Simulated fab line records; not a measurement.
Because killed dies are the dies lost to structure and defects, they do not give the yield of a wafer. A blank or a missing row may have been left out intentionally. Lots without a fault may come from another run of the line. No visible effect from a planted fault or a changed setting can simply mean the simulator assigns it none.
Which of the tools did it? || flow gf180mcu || 11 lots, 33 wafers sampled, at 5 steps of a route of 602

## WHAT THE GAUGES SHOWED, per wafer
GF_M3_CD_MEAS_14 targets a cd of 280 nm. Usual: cd nm 280.1 nm, standard deviation 1.1.
{"lot": "L252", "measured": "day 21 07:17", "on": "cd sem-02", "cd nm (nm)": "279.3 280.8 280.4", "flag": ""}
{"lot": "L253", "measured": "day 21 16:44", "on": "cd sem-02", "cd nm (nm)": "280.7 281.7 280.9", "flag": ""}
{"lot": "L254", "measured": "day 22 00:57", "on": "cd sem-01", "cd nm (nm)": "280.1 280.4 280.1", "flag": ""}
{"lot": "L255", "measured": "day 22 15:22", "on": "cd sem-02", "cd nm (nm)": "281.3 279.6 280.4", "flag": ""}
{"lot": "L257", "measured": "day 23 07:11", "on": "cd sem-02", "cd nm (nm)": "280.6 280.9 280.6", "flag": ""}
{"lot": "L260", "measured": "day 24 08:45", "on": "cd sem-01", "cd nm (nm)": "278.9 279.5 279.8", "flag": ""}
{"lot": "L262", "measured": "day 25 07:41", "on": "cd sem-01", "cd nm (nm)": "279.4 278.8 279.9", "flag": ""}
{"lot": "L270", "measured": "day 27 21:35", "on": "cd sem-01", "cd nm (nm)": "279.9 278.5 279.1", "flag": ""}
{"lot": "L271", "measured": "day 28 08:26", "on": "cd sem-02", "cd nm (nm)": "280.3 281.2 280.0", "flag": ""}
{"lot": "L273", "measured": "day 28 10:01", "on": "cd sem-02", "cd nm (nm)": "282.8 282.5 282.2", "flag": ""}
{"lot": "L274", "measured": "day 28 22:50", "on": "cd sem-02", "cd nm (nm)": "280.9 282.2 281.8", "flag": ""}

GF_V3_CD_MEAS_14 targets a cd of 260 nm. Usual: cd nm 259.8 nm, standard deviation 1.2.
{"lot": "L252", "measured": "day 22 08:16", "on": "cd sem-01", "cd nm (nm)": "260.8 261.3 260.6", "flag": ""}
{"lot": "L253", "measured": "day 22 17:39", "on": "cd sem-02", "cd nm (nm)": "259.5 260.2 260.9", "flag": ""}
{"lot": "L254", "measured": "day 23 00:48", "on": "cd sem-02", "cd nm (nm)": "260.5 259.6 260.4", "flag": ""}
{"lot": "L255", "measured": "day 23 15:45", "on": "cd sem-02", "cd nm (nm)": "257.7 258.4 258.4", "flag": ""}
{"lot": "L257", "measured": "day 24 07:38", "on": "cd sem-01", "cd nm (nm)": "259.1 259.4 259.6", "flag": ""}
{"lot": "L260", "measured": "day 25 08:15", "on": "cd sem-01", "cd nm (nm)": "259.8 258.8 260.5", "flag": ""}
{"lot": "L262", "measured": "day 26 06:38", "on": "cd sem-02", "cd nm (nm)": "261.0 261.1 260.8", "flag": ""}
{"lot": "L270", "measured": "day 28 18:09", "on": "cd sem-02", "cd nm (nm)": "260.0 260.5 260.7", "flag": ""}
{"lot": "L271", "measured": "day 29 05:23", "on": "cd sem-02", "cd nm (nm)": "261.7 260.4 260.5", "flag": ""}
{"lot": "L273", "measured": "day 29 06:49", "on": "cd sem-01", "cd nm (nm)": "257.6 258.2 258.1", "flag": ""}
{"lot": "L274", "measured": "day 29 19:02", "on": "cd sem-02", "cd nm (nm)": "259.9 259.4 259.5", "flag": ""}

GF_V3_RS_MEAS_24: measurement is done with a four-point probe. Usual: V3_W_RS gives 0.329 ohm/sq (standard deviation 0.0049).
{"lot": "L252", "measured": "day 22 09:18", "on": "film metro-01", "V3_W_RS (ohm/sq)": "0.326 0.329 0.326", "flag": ""}
{"lot": "L253", "measured": "day 22 18:41", "on": "film metro-01", "V3_W_RS (ohm/sq)": "0.327 0.327 0.329", "flag": ""}
{"lot": "L254", "measured": "day 23 01:50", "on": "film metro-04", "V3_W_RS (ohm/sq)": "0.319 0.325 0.328", "flag": ""}
{"lot": "L255", "measured": "day 23 16:55", "on": "film metro-04", "V3_W_RS (ohm/sq)": "0.332 0.327 0.330", "flag": ""}
{"lot": "L257", "measured": "day 24 08:42", "on": "film metro-02", "V3_W_RS (ohm/sq)": "0.333 0.322 0.330", "flag": ""}
{"lot": "L260", "measured": "day 25 09:17", "on": "film metro-04", "V3_W_RS (ohm/sq)": "0.459 0.456 0.436", "flag": "OFF"}
{"lot": "L262", "measured": "day 26 07:40", "on": "film metro-01", "V3_W_RS (ohm/sq)": "0.423 0.442 0.423", "flag": "OFF"}
{"lot": "L270", "measured": "day 28 19:11", "on": "film metro-04", "V3_W_RS (ohm/sq)": "0.330 0.334 0.333", "flag": ""}
{"lot": "L271", "measured": "day 29 06:26", "on": "film metro-01", "V3_W_RS (ohm/sq)": "0.327 0.333 0.327", "flag": ""}
{"lot": "L273", "measured": "day 29 07:52", "on": "film metro-04", "V3_W_RS (ohm/sq)": "0.321 0.321 0.331", "flag": ""}
{"lot": "L274", "measured": "day 29 20:28", "on": "film metro-04", "V3_W_RS (ohm/sq)": "0.329 0.325 0.335", "flag": ""}

GF_V3_THK_MEAS_25: measures by xrf. Usual: V3_W_THK gives 348 nm (standard deviation 5.9).
{"lot": "L252", "measured": "day 22 09:24", "on": "film metro-01", "V3_W_THK (nm)": "350 347 349", "flag": ""}
{"lot": "L253", "measured": "day 22 18:49", "on": "film metro-01", "V3_W_THK (nm)": "347 350 348", "flag": ""}
{"lot": "L254", "measured": "day 23 01:57", "on": "film metro-04", "V3_W_THK (nm)": "360 353 351", "flag": ""}
{"lot": "L255", "measured": "day 23 17:01", "on": "film metro-04", "V3_W_THK (nm)": "345 354 348", "flag": ""}
{"lot": "L257", "measured": "day 24 08:49", "on": "film metro-02", "V3_W_THK (nm)": "343 355 347", "flag": ""}
{"lot": "L260", "measured": "day 25 09:24", "on": "film metro-04", "V3_W_THK (nm)": "249 253 264", "flag": "OFF"}
{"lot": "L262", "measured": "day 26 07:47", "on": "film metro-01", "V3_W_THK (nm)": "271 259 271", "flag": "OFF"}
{"lot": "L270", "measured": "day 28 19:18", "on": "film metro-04", "V3_W_THK (nm)": "353 347 349", "flag": ""}
{"lot": "L271", "measured": "day 29 06:32", "on": "film metro-01", "V3_W_THK (nm)": "347 344 348", "flag": ""}
{"lot": "L273", "measured": "day 29 07:58", "on": "film metro-04", "V3_W_THK (nm)": "357 359 348", "flag": ""}
{"lot": "L274", "measured": "day 29 20:34", "on": "film metro-04", "V3_W_THK (nm)": "349 353 342", "flag": ""}

## EACH LOT AND THE TOOL THAT RAN IT (in order: tool; ch and the chambers of the sampled wafers; start)
{"lot": "L252", "GF_V3_CVD_23": "cvd w-01 ch 0,1, day 22 09:11"}
{"lot": "L253", "GF_V3_CVD_23": "cvd w-01 ch 0,1, day 22 18:35"}
{"lot": "L254", "GF_V3_CVD_23": "cvd w-02 ch 0,1, day 23 01:43"}
{"lot": "L255", "GF_V3_CVD_23": "cvd w-01 ch 0,1, day 23 16:47"}
{"lot": "L257", "GF_V3_CVD_23": "cvd w-02 ch 0,1, day 24 08:35"}
{"lot": "L260", "GF_V3_CVD_23": "cvd w-02 ch 0,1, day 25 09:10"}
{"lot": "L262", "GF_V3_CVD_23": "cvd w-02 ch 0,1, day 26 07:33"}
{"lot": "L270", "GF_V3_CVD_23": "cvd w-01 ch 0,1, day 28 19:04"}
{"lot": "L271", "GF_V3_CVD_23": "cvd w-01 ch 0,1, day 29 06:19"}
{"lot": "L273", "GF_V3_CVD_23": "cvd w-02 ch 0,1, day 29 07:43"}
{"lot": "L274", "GF_V3_CVD_23": "cvd w-02 ch 0,1, day 29 20:22"}
- GF_V3_CVD_23: deposits W, target thk 350 nm, time 104.9 s.

## WHAT THE TOOLS THEMSELVES READ (means of the sampled wafers that have a number; where no wafer has one, the mark that the record gives instead)
GF_V3_CVD_23. Usual: heater power w 881 W, standard deviation 110; susceptor temp C 400.00 C, standard deviation 0.2.
{"lot": "L252", "tool": "cvd w-01", "heater power w (W)": 831, "susceptor temp C (C)": 400.05, "flag": ""}
{"lot": "L253", "tool": "cvd w-01", "heater power w (W)": 828, "susceptor temp C (C)": 399.95, "flag": ""}
{"lot": "L254", "tool": "cvd w-02", "heater power w (W)": 916, "susceptor temp C (C)": 399.93, "flag": ""}
{"lot": "L255", "tool": "cvd w-01", "heater power w (W)": 905, "susceptor temp C (C)": 400.00, "flag": ""}
{"lot": "L257", "tool": "cvd w-02", "heater power w (W)": 929, "susceptor temp C (C)": 400.18, "flag": ""}
{"lot": "L260", "tool": "cvd w-02", "heater power w (W)": 840, "susceptor temp C (C)": 384.96, "flag": "OFF"}
{"lot": "L262", "tool": "cvd w-02", "heater power w (W)": 768, "susceptor temp C (C)": 384.96, "flag": "OFF"}
{"lot": "L270", "tool": "cvd w-01", "heater power w (W)": 837, "susceptor temp C (C)": 399.73, "flag": ""}
{"lot": "L271", "tool": "cvd w-01", "heater power w (W)": 843, "susceptor temp C (C)": 399.90, "flag": ""}
{"lot": "L273", "tool": "cvd w-02", "heater power w (W)": 865, "susceptor temp C (C)": 399.95, "flag": ""}
{"lot": "L274", "tool": "cvd w-02", "heater power w (W)": 927, "susceptor temp C (C)": 400.08, "flag": ""}

## THE ANSWER, worked out from the rows above alone
Rule: a lot counts as off when the mean over its wafers that have a number is more than 3 standard deviations away from the usual mean. Also off: a lot with no number at a reading for which 4 or more lots have one. Any other lot the step has rows for is counted as sound. Order of review: gauges by route order, followed by the tools' own readings, for which a lot's mean as printed above is used. The first step at which some lot is off is used, and at that step the reading that is off furthest; a lot without a number counts as furthest.
Off: L260, L262, seen at GF_V3_RS_MEAS_24 (V3_W_RS).
A tool fits if, at a process step before that reading, it ran every lot that is off, and no sound lot after the first of them. Not tried: the gauges at GF_V3_RS_MEAS_24; whatever is off there is also off at GF_V3_CVD_23, on other tools, and gauge error can't account for it. Of those tried, none fits.

## WHAT THE SIMULATOR PUT IN
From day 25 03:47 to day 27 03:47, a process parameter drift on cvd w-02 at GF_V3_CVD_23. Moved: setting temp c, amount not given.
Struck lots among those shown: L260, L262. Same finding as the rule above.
